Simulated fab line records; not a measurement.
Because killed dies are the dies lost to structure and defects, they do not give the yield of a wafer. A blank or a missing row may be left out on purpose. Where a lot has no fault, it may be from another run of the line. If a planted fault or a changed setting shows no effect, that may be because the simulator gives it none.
Which tool did it? | flow sky130 | 13 lots with 36 wafers sampled at 5 steps, on a route of 708 steps

WHAT THE GAUGES SHOWED, per wafer
SKY_VT_ADJUST_LVTN_TW_MEAS_10. Usual: VT_ADJUST_LVTN_TW gives 243.2 (standard deviation 1.2).
lot  | measured     | on           | VT_ADJUST_LVTN_TW       | flag
L518 | day 7 01:59  | filmMetro-03 | 243.1 242.7 243.2       | 
L519 | day 7 09:36  | filmMetro-03 | 243.7 243.1 242.8       | 
L520 | day 7 17:29  | filmMetro-03 | 243.6 242.0 242.5       | 
L521 | day 7 20:05  | filmMetro-01 | 244.3 243.1 243.2       | 
L524 | day 8 19:28  | filmMetro-01 | 242.1 217.3 241.3 215.9 | OFF
L526 | day 10 03:26 | filmMetro-01 | 218.4 217.5 219.7 219.5 | OFF
L528 | day 10 04:28 | filmMetro-04 | 242.7 218.1 242.4 217.2 | OFF
L531 | day 11 00:32 | filmMetro-03 | 242.8 244.5 243.8       | 
L533 | day 11 08:54 | filmMetro-04 | 241.3 241.3 242.0       | 
L536 | day 12 03:11 | filmMetro-03 | 244.0 243.4 243.0       | 
L537 | day 12 10:17 | filmMetro-04 | 243.3 242.6 242.5       | 
L538 | day 12 18:08 | filmMetro-01 | 241.4 243.6 242.6       | 
L539 | day 12 23:19 | filmMetro-03 | 242.6 242.8 242.8       | 

SKY_GATE_OXIDE_TW_MEAS_14. Usual: GATE_OXIDE_TW gives 226.0 (standard deviation 1.3).
lot  | measured     | on           | GATE_OXIDE_TW     | flag
L518 | day 13 20:32 | filmMetro-03 | 228.4 226.2 227.6 | 
L519 | day 14 08:16 | filmMetro-03 | 227.5 228.4 228.1 | 
L520 | day 14 15:43 | filmMetro-01 | 226.1 225.4 226.7 | 
L521 | day 14 19:58 | filmMetro-03 | 226.5 226.1 226.2 | 
L524 | day 16 03:18 | filmMetro-03 | 227.6 227.0       | 
L526 | day 18 00:49 | filmMetro-01 | 226.9 227.4       | 
L528 | day 18 05:35 | filmMetro-01 | 226.7 227.4       | 
L531 | day 19 03:52 | filmMetro-02 | 225.0 223.9 224.8 | 
L533 | day 19 13:39 | filmMetro-02 | 225.2 223.6 224.2 | 
L536 | day 21 06:08 | filmMetro-03 | 226.8 226.9 227.6 | 
L537 | day 21 09:10 | filmMetro-01 | 225.7 223.8 223.5 | 
L538 | day 21 12:53 | filmMetro-02 | 224.6 223.9 225.3 | 
L539 | day 21 18:07 | filmMetro-01 | 224.5 226.6 225.0 | 

SKY_RES_PROTECT_TW_MEAS_08. Usual: POLY_GATE_TW gives 4066 (standard deviation 22).
lot  | measured     | on           | POLY_GATE_TW   | flag
L518 | day 15 02:43 | filmMetro-01 | 4046 4045 4056 | 
L519 | day 15 15:55 | filmMetro-04 | 4077 4062 4069 | 
L520 | day 15 21:01 | filmMetro-03 | 4067 4097 4093 | 
L521 | day 16 03:31 | filmMetro-01 | 4039 4057 4045 | 
L524 | day 17 11:22 | filmMetro-01 | 4016 4035      | 
L526 | day 19 12:11 | filmMetro-01 | 4054 4066      | 
L528 | day 19 15:56 | filmMetro-01 | 4046 4050      | 
L531 | day 20 14:20 | filmMetro-01 | 4076 4040 4054 | 
L533 | day 20 23:19 | filmMetro-04 | 4074 4065 4066 | 
L536 | day 22 15:27 | filmMetro-04 | 4076 4052 4079 | 
L537 | day 22 19:06 | filmMetro-01 | 4077 4068 4046 | 
L538 | day 22 22:25 | filmMetro-01 | 4064 4075 4072 | 
L539 | day 23 03:22 | filmMetro-04 | 4036 4034 4050 | 

EACH LOT AND THE TOOL THAT RAN IT (in order: tool; ch and the chambers of the sampled wafers; start)
lot  | SKY_VT_ADJUST_LVTN_IMPLANT_08   | SKY_GATE_OXIDE_STRIP_13
L518 | implanter-03 ch 0, day 7 01:44  | plasmaAsher-03 ch 0,1, day 13 20:26
L519 | implanter-02 ch 0, day 7 09:22  | plasmaAsher-03 ch 0,1, day 14 08:10
L520 | implanter-02 ch 0, day 7 17:14  | plasmaAsher-03 ch 0,1, day 14 15:37
L521 | implanter-01 ch 0, day 7 19:50  | plasmaAsher-03 ch 0,1, day 14 19:52
L524 | implanter-01 ch 0, day 8 19:14  | plasmaAsher-01 ch 1, day 16 03:11
L526 | implanter-01 ch 0, day 10 03:13 | plasmaAsher-03 ch 0, day 18 00:44
L528 | implanter-01 ch 0, day 10 04:14 | plasmaAsher-03 ch 1, day 18 05:28
L531 | implanter-02 ch 0, day 11 00:20 | plasmaAsher-02 ch 0,1, day 19 03:47
L533 | implanter-03 ch 0, day 11 08:40 | plasmaAsher-02 ch 0,1, day 19 13:32
L536 | implanter-02 ch 0, day 12 02:56 | plasmaAsher-03 ch 0,1, day 21 06:02
L537 | implanter-03 ch 0, day 12 10:02 | plasmaAsher-01 ch 0,1, day 21 09:04
L538 | implanter-01 ch 0, day 12 17:53 | plasmaAsher-03 ch 0, day 21 12:47
L539 | implanter-02 ch 0, day 12 23:04 | plasmaAsher-02 ch 0, day 21 18:01
- SKY_VT_ADJUST_LVTN_IMPLANT_08
- SKY_GATE_OXIDE_STRIP_13: strips in O2/N2.

WHAT THE TOOLS THEMSELVES READ (means of the sampled wafers that have a number; where no wafer has one, the mark that the record gives instead)
SKY_VT_ADJUST_LVTN_IMPLANT_08. Usual: beamOnS 9.96 s, standard deviation 0.19; endStationPressureTorr 5.03e-06 Torr, standard deviation 2.6e-07.
lot  | tool         | beamOnS (s) | endStationPressureTorr (Torr) | flag
L518 | implanter-03 | 9.86        | 5.04e-06                      | 
L519 | implanter-02 | 10.01       | 5.39e-06                      | 
L520 | implanter-02 | 9.75        | 5.02e-06                      | 
L521 | implanter-01 | 9.94        | 4.99e-06                      | 
L524 | implanter-01 | 9.71        | 5.13e-06                      | 
L526 | implanter-01 | 10.02       | 5.09e-06                      | 
L528 | implanter-01 | 9.77        | 4.78e-06                      | 
L531 | implanter-02 | 10.05       | 4.98e-06                      | 
L533 | implanter-03 | 9.94        | 4.94e-06                      | 
L536 | implanter-02 | 10.04       | 4.99e-06                      | 
L537 | implanter-03 | 9.80        | 4.90e-06                      | 
L538 | implanter-01 | 9.94        | 5.14e-06                      | 
L539 | implanter-02 | 9.85        | 5.01e-06                      | 

SKY_GATE_OXIDE_STRIP_13. Usual: drypumpMotorCurrentA 5.7 A, standard deviation 0.43; oesProductAu 0.716 a.u., standard deviation 0.0045; stripTimeToEndpointS 14.19 s, standard deviation 0.035.
lot  | tool           | drypumpMotorCurrentA (A) | oesProductAu (a.u.) | stripTimeToEndpointS (s) | flag
L518 | plasmaAsher-03 | 6.0                      | 0.711               | 14.18                    | 
L519 | plasmaAsher-03 | 6.0                      | 0.723               | 14.14                    | 
L520 | plasmaAsher-03 | 6.1                      | 0.714               | 14.21                    | 
L521 | plasmaAsher-03 | 6.0                      | 0.720               | 14.23                    | 
L524 | plasmaAsher-01 | 5.3                      | 0.710               | 14.21                    | 
L526 | plasmaAsher-03 | 6.2                      | 0.716               | 14.19                    | 
L528 | plasmaAsher-03 | 5.9                      | 0.713               | 14.20                    | 
L531 | plasmaAsher-02 | 5.0                      | 0.714               | 14.14                    | 
L533 | plasmaAsher-02 | 5.4                      | 0.720               | 14.21                    | 
L536 | plasmaAsher-03 | 6.1                      | 0.716               | 14.21                    | 
L537 | plasmaAsher-01 | 5.3                      | 0.716               | 14.23                    | 
L538 | plasmaAsher-03 | 6.2                      | 0.715               | 14.20                    | 
L539 | plasmaAsher-02 | 5.7                      | 0.713               | 14.17                    | 

THE ANSWER, worked out from the rows above alone
Rule: take the mean of a lot's wafers that have a number; if it is more than 3 standard deviations from the usual mean, the lot is off. Also off: a lot with no number at a reading for which 4 or more lots have one. Where the step has rows for the other lots, those lots are counted as sound. After the gauges, taken in route order, come the tools' own readings; for these a lot's mean is taken, as printed above. At the first step where some lot is off, the reading lying furthest off is the one used; lots without a number count as furthest.
Off: L524, L526, L528, at SKY_VT_ADJUST_LVTN_TW_MEAS_10 (VT_ADJUST_LVTN_TW).
If a tool, at a process step before that reading, ran all the lots that are off and no sound lot after the first of them, it fits. The gauges at SKY_VT_ADJUST_LVTN_TW_MEAS_10 are tried like those tools. Of those tried, none fits.

WHAT THE SIMULATOR PUT IN
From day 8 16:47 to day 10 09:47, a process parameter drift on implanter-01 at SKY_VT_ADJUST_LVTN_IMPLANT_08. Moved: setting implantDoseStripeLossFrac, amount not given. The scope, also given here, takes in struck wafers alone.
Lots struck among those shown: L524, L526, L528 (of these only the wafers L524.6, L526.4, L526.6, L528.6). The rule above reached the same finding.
